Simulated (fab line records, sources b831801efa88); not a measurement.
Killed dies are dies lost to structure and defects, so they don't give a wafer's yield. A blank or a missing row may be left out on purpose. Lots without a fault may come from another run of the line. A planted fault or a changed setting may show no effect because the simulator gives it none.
Which tool did it? | flow sfq_line | 14 lots, 42 wafers sampled, at 6 steps of a route of 325

WHAT THE GAUGES READ, wafer by wafer
SFQ_R5_RS_MEAS_933: measures by four-point-probe.
lot  | measured     | on            | R5_MONX_RS (ohm/sq)
L603 | day 48 12:49 | film_metro-02 | 6.80 7.11 7.08
L604 | day 48 21:49 | film_metro-01 | 7.13 7.14 7.12
L605 | day 49 06:56 | film_metro-03 | 7.23 6.97 7.00
L606 | day 50 07:04 | film_metro-01 | 6.99 7.00 7.05
L607 | day 50 19:02 | film_metro-02 | 7.08 7.20 7.07
L608 | day 51 05:41 | film_metro-01 | 6.95 6.97 6.98
L609 | day 51 16:04 | film_metro-03 | 7.20 7.07 7.00
L610 | day 51 22:03 | film_metro-03 | 7.25 7.04 7.15
L611 | day 52 08:41 | film_metro-01 | 6.95 6.92 7.01
L613 | day 52 18:44 | film_metro-03 | 7.08 7.33 7.31
L621 | day 54 21:52 | film_metro-02 | 7.10 8.89 7.11
L623 | day 55 03:51 | film_metro-02 | 8.83 8.86 7.11
L624 | day 55 06:53 | film_metro-02 | 6.97 6.91 6.95
L625 | day 55 12:59 | film_metro-01 | 6.99 6.96 6.99

SFQ_R5_THK_MEAS_934: measures by xrf.
lot  | measured     | on            | R5_MONX_THK (nm)
L603 | day 48 12:56 | film_metro-02 | 40.7 38.7 38.9
L604 | day 48 21:56 | film_metro-01 | 38.4 38.8 38.4
L605 | day 49 07:03 | film_metro-03 | 38.5 40.4 40.1
L606 | day 50 07:10 | film_metro-01 | 39.3 39.1 39.2
L607 | day 50 19:09 | film_metro-02 | 39.0 38.4 39.2
L608 | day 51 05:48 | film_metro-01 | 39.0 39.1 39.0
L609 | day 51 16:10 | film_metro-03 | 38.2 39.2 39.4
L610 | day 51 22:10 | film_metro-03 | 38.0 39.4 38.5
L611 | day 52 08:48 | film_metro-01 | 39.5 39.7 39.2
L613 | day 52 18:52 | film_metro-03 | 38.8 37.7 37.9
L621 | day 54 21:59 | film_metro-02 | 38.9 30.7 39.0
L623 | day 55 03:58 | film_metro-02 | 30.7 30.9 38.9
L624 | day 55 06:59 | film_metro-02 | 39.5 39.9 39.9
L625 | day 55 13:05 | film_metro-01 | 39.3 39.2 39.0

SFQ_R5_OVL_MEAS_935.
lot  | measured     | on         | R5_OVL (nm)
L603 | day 50 15:34 | overlay-01 | 0 2 -1
L604 | day 51 01:16 | overlay-01 | 5 -2 10
L605 | day 51 08:28 | overlay-01 | 11 9 4
L606 | day 52 09:29 | overlay-02 | -6 -7 1
L607 | day 52 17:52 | overlay-02 | -1 4 1
L608 | day 53 07:04 | overlay-01 | 4 3 2
L609 | day 53 20:17 | overlay-01 | 10 -1 1
L610 | day 54 04:18 | overlay-02 | 5 6 5
L611 | day 54 15:01 | overlay-02 | 7 -1 1
L613 | day 55 04:14 | overlay-02 | -2 1 4
L621 | day 57 08:34 | overlay-01 | 7 8 1
L623 | day 57 15:46 | overlay-02 | -10 -7 -7
L624 | day 57 19:23 | overlay-02 | 2 8 9
L625 | day 58 03:53 | overlay-01 | 5 3 6

WHICH TOOL RAN EACH LOT (tool, then ch and the chambers of the sampled wafers, then the start)
lot  | SFQ_TRILAYER_JJ_TRILAYER_DEP_SPUTTER_109 | SFQ_TRILAYER_A5B_DEP_PECVD_129  | SFQ_TRILAYER_R5_DEP_SPUTTER_133
L603 | pvd_sputter-06, day 40 12:19             | pecvd-04 ch 0,2, day 45 13:19   | pvd_sputter-03, day 48 12:44
L604 | pvd_sputter-05, day 40 20:45             | pecvd-03 ch 0,1,2, day 45 21:53 | pvd_sputter-04, day 48 21:44
L605 | pvd_sputter-05, day 41 08:43             | pecvd-03 ch 0,1,2, day 46 06:07 | pvd_sputter-03, day 49 06:51
L606 | pvd_sputter-05, day 42 09:55             | pecvd-04 ch 0,2, day 47 09:43   | pvd_sputter-03, day 50 06:58
L607 | pvd_sputter-05, day 42 18:07             | pecvd-01 ch 1,2, day 47 19:19   | pvd_sputter-03, day 50 18:58
L608 | pvd_sputter-03, day 43 02:07             | pecvd-04 ch 1,2, day 48 09:43   | pvd_sputter-05, day 51 05:36
L609 | pvd_sputter-06, day 43 17:13             | pecvd-01 ch 0,2, day 48 18:07   | pvd_sputter-03, day 51 15:58
L610 | pvd_sputter-03, day 43 22:02             | pecvd-04 ch 0,1, day 49 01:19   | pvd_sputter-03, day 51 21:58
L611 | pvd_sputter-03, day 44 06:25             | pecvd-01 ch 1,2, day 49 13:19   | pvd_sputter-03, day 52 08:36
L613 | pvd_sputter-05, day 44 18:27             | pecvd-03 ch 0,1,2, day 50 02:32 | pvd_sputter-03, day 52 18:40
L621 | pvd_sputter-06, day 47 16:34             | pecvd-03 ch 0,1,2, day 52 11:04 | pvd_sputter-04, day 54 21:47
L623 | pvd_sputter-03, day 48 03:22             | pecvd-04 ch 0,2, day 52 19:38   | pvd_sputter-04, day 55 03:47
L624 | pvd_sputter-05, day 48 04:34             | pecvd-01 ch 0,1, day 52 22:02   | pvd_sputter-03, day 55 06:47
L625 | pvd_sputter-06, day 48 12:58             | pecvd-01 ch 0,1, day 53 05:14   | pvd_sputter-03, day 55 12:52
- SFQ_TRILAYER_JJ_TRILAYER_DEP_SPUTTER_109: material Nb, target thk 150 nm, time 100 s.
- SFQ_TRILAYER_A5B_DEP_PECVD_129: deposits SiO2 from SiH4/N2O, time 133.33 s, target thk 600 nm.
- SFQ_TRILAYER_R5_DEP_SPUTTER_133: material MoNx, target thk 40 nm, time 66.7 s.

WHAT THE TOOLS THEMSELVES READ (means of the sampled wafers that have a number; where no wafer has one, the mark that the record gives instead)
SFQ_TRILAYER_JJ_TRILAYER_DEP_SPUTTER_109.
lot  | tool           | chamber_pressure_pa (Pa) | throttle_valve_pct (%)
L603 | pvd_sputter-06 | 0.13349                  | 29.4
L604 | pvd_sputter-05 | 0.13338                  | 29.9
L605 | pvd_sputter-05 | 0.13329                  | 29.9
L606 | pvd_sputter-05 | 0.13336                  | 30.2
L607 | pvd_sputter-05 | 0.13322                  | 30.0
L608 | pvd_sputter-03 | 0.13345                  | 29.7
L609 | pvd_sputter-06 | 0.13330                  | 29.0
L610 | pvd_sputter-03 | 0.13328                  | 30.0
L611 | pvd_sputter-03 | 0.13342                  | 30.0
L613 | pvd_sputter-05 | 0.13307                  | 30.0
L621 | pvd_sputter-06 | 0.13315                  | 29.6
L623 | pvd_sputter-03 | 0.13341                  | 29.7
L624 | pvd_sputter-05 | 0.13345                  | 30.2
L625 | pvd_sputter-06 | 0.13343                  | 29.2

SFQ_TRILAYER_A5B_DEP_PECVD_129.
lot  | tool     | heater_power_w (W) | throttle_valve_pct (%)
L603 | pecvd-04 | 93                 | 25.1
L604 | pecvd-03 | 74                 | 24.5
L605 | pecvd-03 | 78                 | 24.3
L606 | pecvd-04 | 90                 | 25.0
L607 | pecvd-01 | 88                 | 25.0
L608 | pecvd-04 | 80                 | 23.6
L609 | pecvd-01 | 74                 | 27.6
L610 | pecvd-04 | 81                 | 24.8
L611 | pecvd-01 | 81                 | 25.7
L613 | pecvd-03 | 80                 | 24.4
L621 | pecvd-03 | 80                 | 24.5
L623 | pecvd-04 | 95                 | 25.4
L624 | pecvd-01 | 79                 | 27.0
L625 | pecvd-01 | 86                 | 25.7

SFQ_TRILAYER_R5_DEP_SPUTTER_133.
lot  | tool           | chamber_pressure_pa (Pa) | throttle_valve_pct (%)
L603 | pvd_sputter-03 | 0.4001                   | 30.3
L604 | pvd_sputter-04 | 0.3999                   | 30.1
L605 | pvd_sputter-03 | 0.3997                   | 30.5
L606 | pvd_sputter-03 | 0.4000                   | 31.0
L607 | pvd_sputter-03 | 0.4003                   | 29.6
L608 | pvd_sputter-05 | 0.4000                   | 29.9
L609 | pvd_sputter-03 | 0.4004                   | 30.0
L610 | pvd_sputter-03 | 0.3993                   | 30.2
L611 | pvd_sputter-03 | 0.4000                   | 30.6
L613 | pvd_sputter-03 | 0.3999                   | 30.2
L621 | pvd_sputter-04 | 0.3998                   | 29.2
L623 | pvd_sputter-04 | 0.3996                   | 29.4
L624 | pvd_sputter-03 | 0.4005                   | 31.0
L625 | pvd_sputter-03 | 0.3997                   | 31.0

THE ANSWER, worked out from the rows above alone
Rule: what is usual is taken from the lots themselves. Put in order of their means at a reading, lots are off if they are a third of the lots or fewer, leave a main group of 4 or more, and stand apart from it by a gap of 3 or more times the standard deviation of the main group's means; of several such gaps the widest counts. A main group whose means are all the same, to the digits that the tables above print for the reading, isn't used. A lot without any number at a reading at which 4 lots or more have one is off too. The other lots that the step has rows for count as sound. The gauges are gone through in route order, then the tools' own readings, and for those a lot's mean is taken as printed above. The first step at which some lot is off is used, and at that step the reading that is off furthest; a lot without a number counts as furthest.
Off: L621, L623, at SFQ_R5_RS_MEAS_933 (R5_MONX_RS). The main group: mean 7.05 ohm/sq, standard deviation 0.088.
A tool fits if, at a process step before that reading, it ran every lot that is off, and no sound lot after the first of them. The gauges at SFQ_R5_RS_MEAS_933 are tried like those tools. One fits: pvd_sputter-04 at SFQ_TRILAYER_R5_DEP_SPUTTER_133. Its last sound lot is L604 (day 48 21:44), its first lot that is off L621 (day 54 21:47): a fault that began between those two fits.

WHAT THE SIMULATOR HAD PUT IN
Process parameter drift: pvd_sputter-04, from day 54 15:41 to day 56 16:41, at SFQ_TRILAYER_R5_DEP_SPUTTER_133. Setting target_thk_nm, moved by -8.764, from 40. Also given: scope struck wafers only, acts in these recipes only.
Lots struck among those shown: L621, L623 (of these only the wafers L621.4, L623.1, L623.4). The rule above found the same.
